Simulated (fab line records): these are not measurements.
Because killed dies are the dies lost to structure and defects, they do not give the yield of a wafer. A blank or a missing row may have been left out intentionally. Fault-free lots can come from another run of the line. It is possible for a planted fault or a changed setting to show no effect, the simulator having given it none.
Which tool was responsible? || flow sky130 || 13 lots, 39 wafers sampled, at 2 steps of a route of 708

## WHAT THE GAUGES READ, wafer by wafer
SKY_VIA3_THK_MEAS_01.
{"lot": "L949", "measured": "day 38 08:40", "on": "filmMetro-03", "VIA3_HDPCVD_THK (nm)": "1652 1656 1643"}
{"lot": "L950", "measured": "day 39 01:56", "on": "filmMetro-02", "VIA3_HDPCVD_THK (nm)": "1628 1636 1642"}
{"lot": "L952", "measured": "day 39 17:58", "on": "filmMetro-02", "VIA3_HDPCVD_THK (nm)": "1647 1633 1610"}
{"lot": "L953", "measured": "day 39 18:43", "on": "filmMetro-03", "VIA3_HDPCVD_THK (nm)": "1600 1619 1649"}
{"lot": "L956", "measured": "day 40 18:01", "on": "filmMetro-02", "VIA3_HDPCVD_THK (nm)": "1645 1630 1625"}
{"lot": "L957", "measured": "day 41 14:50", "on": "filmMetro-03", "VIA3_HDPCVD_THK (nm)": "1658 1631 1649"}
{"lot": "L961", "measured": "day 42 06:10", "on": "filmMetro-02", "VIA3_HDPCVD_THK (nm)": "1625 1665 1648"}
{"lot": "L968", "measured": "day 44 02:16", "on": "filmMetro-02", "VIA3_HDPCVD_THK (nm)": "1615 1663 1624"}
{"lot": "L970", "measured": "day 44 12:10", "on": "filmMetro-03", "VIA3_HDPCVD_THK (nm)": "1657 1639 1678"}
{"lot": "L972", "measured": "day 45 04:37", "on": "filmMetro-01", "VIA3_HDPCVD_THK (nm)": "1670 1667 1627"}

## WHICH TOOL RAN EACH LOT (tool, then ch and the chambers of the sampled wafers, then the start)
{"lot": "L949", "SKY_FIELD_ISO_ETCH_17": "rieSi-02 ch 1,3, day 2 04:59"}
{"lot": "L950", "SKY_FIELD_ISO_ETCH_17": "rieSi-02 ch 0,1,3, day 2 11:02"}
{"lot": "L952", "SKY_FIELD_ISO_ETCH_17": "rieSi-01 ch 0,2,3, day 2 21:29"}
{"lot": "L953", "SKY_FIELD_ISO_ETCH_17": "rieSi-02 ch 2,3, day 3 04:17"}
{"lot": "L956", "SKY_FIELD_ISO_ETCH_17": "rieSi-01 ch 0,2,3, day 3 18:23"}
{"lot": "L957", "SKY_FIELD_ISO_ETCH_17": "rieSi-01 ch 0,2, day 3 22:11"}
{"lot": "L958", "SKY_FIELD_ISO_ETCH_17": "rieSi-01 ch 0,1, day 4 03:23"}
{"lot": "L959", "SKY_FIELD_ISO_ETCH_17": "rieSi-02 ch 0,1,3, day 4 08:09"}
{"lot": "L960", "SKY_FIELD_ISO_ETCH_17": "rieSi-01 ch 0,1,2, day 4 13:05"}
{"lot": "L961", "SKY_FIELD_ISO_ETCH_17": "rieSi-02 ch 1,3, day 4 17:45"}
{"lot": "L968", "SKY_FIELD_ISO_ETCH_17": "rieSi-01 ch 0,1,2, day 6 08:06"}
{"lot": "L970", "SKY_FIELD_ISO_ETCH_17": "rieSi-02 ch 0,2, day 6 17:38"}
{"lot": "L972", "SKY_FIELD_ISO_ETCH_17": "rieSi-02 ch 1,2, day 7 07:26"}
- SKY_FIELD_ISO_ETCH_17: etches Si in HBr/Cl2/O2, target depth 342 nm, time 97.7 s.

## AS READ BY THE TOOLS THEMSELVES (means over the sampled wafers that have a number; for cases with no such wafer, the mark the record gives instead)
SKY_FIELD_ISO_ETCH_17.
{"lot": "L949", "tool": "rieSi-02", "HBr_flow_sccm (sccm)": 150.2, "O2_flow_sccm (sccm)": 5.984, "drypumpMotorCurrentA (A)": 5.9, "oesProductAu (a.u.)": 0.980, "throttleValvePct (%)": 25.662}
{"lot": "L950", "tool": "rieSi-02", "HBr_flow_sccm (sccm)": 150.0, "O2_flow_sccm (sccm)": 5.991, "drypumpMotorCurrentA (A)": 6.0, "oesProductAu (a.u.)": 0.982, "throttleValvePct (%)": 25.665}
{"lot": "L952", "tool": "rieSi-01", "HBr_flow_sccm (sccm)": 149.7, "O2_flow_sccm (sccm)": 5.989, "drypumpMotorCurrentA (A)": 5.5, "oesProductAu (a.u.)": 0.996, "throttleValvePct (%)": 25.654}
{"lot": "L953", "tool": "rieSi-02", "HBr_flow_sccm (sccm)": 150.1, "O2_flow_sccm (sccm)": 5.989, "drypumpMotorCurrentA (A)": 5.8, "oesProductAu (a.u.)": 0.986, "throttleValvePct (%)": 25.671}
{"lot": "L956", "tool": "rieSi-01", "HBr_flow_sccm (sccm)": 150.1, "O2_flow_sccm (sccm)": 6.004, "drypumpMotorCurrentA (A)": 5.5, "oesProductAu (a.u.)": 1.006, "throttleValvePct (%)": 25.651}
{"lot": "L957", "tool": "rieSi-01", "HBr_flow_sccm (sccm)": 150.3, "O2_flow_sccm (sccm)": 5.981, "drypumpMotorCurrentA (A)": 5.5, "oesProductAu (a.u.)": 1.009, "throttleValvePct (%)": 25.646}
{"lot": "L958", "tool": "rieSi-01", "HBr_flow_sccm (sccm)": "-", "O2_flow_sccm (sccm)": "-", "drypumpMotorCurrentA (A)": "-", "oesProductAu (a.u.)": "-", "throttleValvePct (%)": "-"}
{"lot": "L959", "tool": "rieSi-02", "HBr_flow_sccm (sccm)": "-", "O2_flow_sccm (sccm)": "-", "drypumpMotorCurrentA (A)": "-", "oesProductAu (a.u.)": "-", "throttleValvePct (%)": "-"}
{"lot": "L960", "tool": "rieSi-01", "HBr_flow_sccm (sccm)": "-", "O2_flow_sccm (sccm)": "-", "drypumpMotorCurrentA (A)": "-", "oesProductAu (a.u.)": "-", "throttleValvePct (%)": "-"}
{"lot": "L961", "tool": "rieSi-02", "HBr_flow_sccm (sccm)": 150.3, "O2_flow_sccm (sccm)": 6.003, "drypumpMotorCurrentA (A)": 5.8, "oesProductAu (a.u.)": 0.996, "throttleValvePct (%)": 25.664}
{"lot": "L968", "tool": "rieSi-01", "HBr_flow_sccm (sccm)": 150.0, "O2_flow_sccm (sccm)": 5.996, "drypumpMotorCurrentA (A)": 5.5, "oesProductAu (a.u.)": 0.990, "throttleValvePct (%)": 25.665}
{"lot": "L970", "tool": "rieSi-02", "HBr_flow_sccm (sccm)": 150.1, "O2_flow_sccm (sccm)": 6.005, "drypumpMotorCurrentA (A)": 5.8, "oesProductAu (a.u.)": 0.988, "throttleValvePct (%)": 25.662}
{"lot": "L972", "tool": "rieSi-02", "HBr_flow_sccm (sccm)": 149.8, "O2_flow_sccm (sccm)": 5.997, "drypumpMotorCurrentA (A)": 5.6, "oesProductAu (a.u.)": 0.984, "throttleValvePct (%)": 25.671}

## THE ANSWER, worked out from the rows above alone
Rule: what is usual is taken from the lots themselves. Put in order of their means at a reading, lots are off if they are a third of the lots or fewer, leave a main group of 4 or more, and stand apart from it by a gap of 3 or more times the standard deviation of the main group's means; of several such gaps the widest counts. The tables above print the reading to a certain number of digits; a main group whose means all agree to those digits is not used. A lot without any number at a reading at which 4 lots or more have one is off too. All remaining lots with rows at the step are treated as sound. First the gauges in route order, then the tools' own readings, where a lot's mean is used as printed above. The first step at which some lot is off is used, and at that step the reading that is off furthest; a lot without a number counts as furthest.
Off: L958, L959, L960, at SKY_FIELD_ISO_ETCH_17 (HBr_flow_sccm). Without a number there: L958, L959, L960. The main group has a mean of 150.1 sccm with a standard deviation of 0.19.
A tool fits if, at that step or a process step before it, it ran every lot that is off, and no sound lot after the first of them. None of those tried fits.

## WHAT THE SIMULATOR HAD INSERTED
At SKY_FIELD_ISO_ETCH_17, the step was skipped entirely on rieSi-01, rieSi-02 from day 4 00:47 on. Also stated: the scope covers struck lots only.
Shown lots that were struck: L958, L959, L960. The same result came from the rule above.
